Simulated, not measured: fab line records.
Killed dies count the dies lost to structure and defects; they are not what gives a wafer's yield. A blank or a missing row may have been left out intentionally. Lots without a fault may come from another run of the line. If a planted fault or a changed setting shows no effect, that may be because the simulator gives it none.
Chamber matching    flow gf180mcu    4 sister chambers for GF_V5_CMP_26 on cmp-02
The step polishes, stops on SiO2, t overpolish 15 s, target thk 0 nm. 4 wafers are shown with their chamber, then 7 later ones without.

## WAFERS WITH THEIR CHAMBER
wafer   chamber  motor_current_A (A)
L332.5  1        10.5
L336.2  2        9.3
L338.2  3        10.6
L338.4  0        10.0

## WAFERS WITH NO CHAMBER GIVEN
wafer   motor_current_A (A)
L338.5  10.3
L342.2  10.2
L342.3  9.6
L342.4  9.3
L349.1  11.0
L349.4  9.8
L349.6  9.6

## WHICH CHAMBER EACH ONE RAN IN
wafer   from the rows above           in truth
L338.5  can't be placed: 1 or 3 or 0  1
L342.2  can't be placed: 0 or 1 or 3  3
L342.3  can't be placed: 2 or 0       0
L342.4  2                             2
L349.1  can't be placed: 3 or 1       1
L349.4  can't be placed: 0 or 2 or 1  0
L349.6  can't be placed: 2 or 0       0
1 of 7 placed correctly. These rows do not allow placing 6 (true chamber among the candidates in 6). Number placed wrongly: 0.
How it was worked out, from the rows above alone: a wafer's distance from a chamber is the root of the sum, over the readings, of the square of ((its reading less the chamber's mean) divided by the reading's scatter). If the next closest chamber is less than 2 further off than the closest, the wafer can't be placed; otherwise it belongs to the closest. For every chamber, the mean is computed from those of its wafers that are shown. The scatter: root of mean squared gap, hidden wafer to nearest shown wafer, with one shown wafer a chamber.
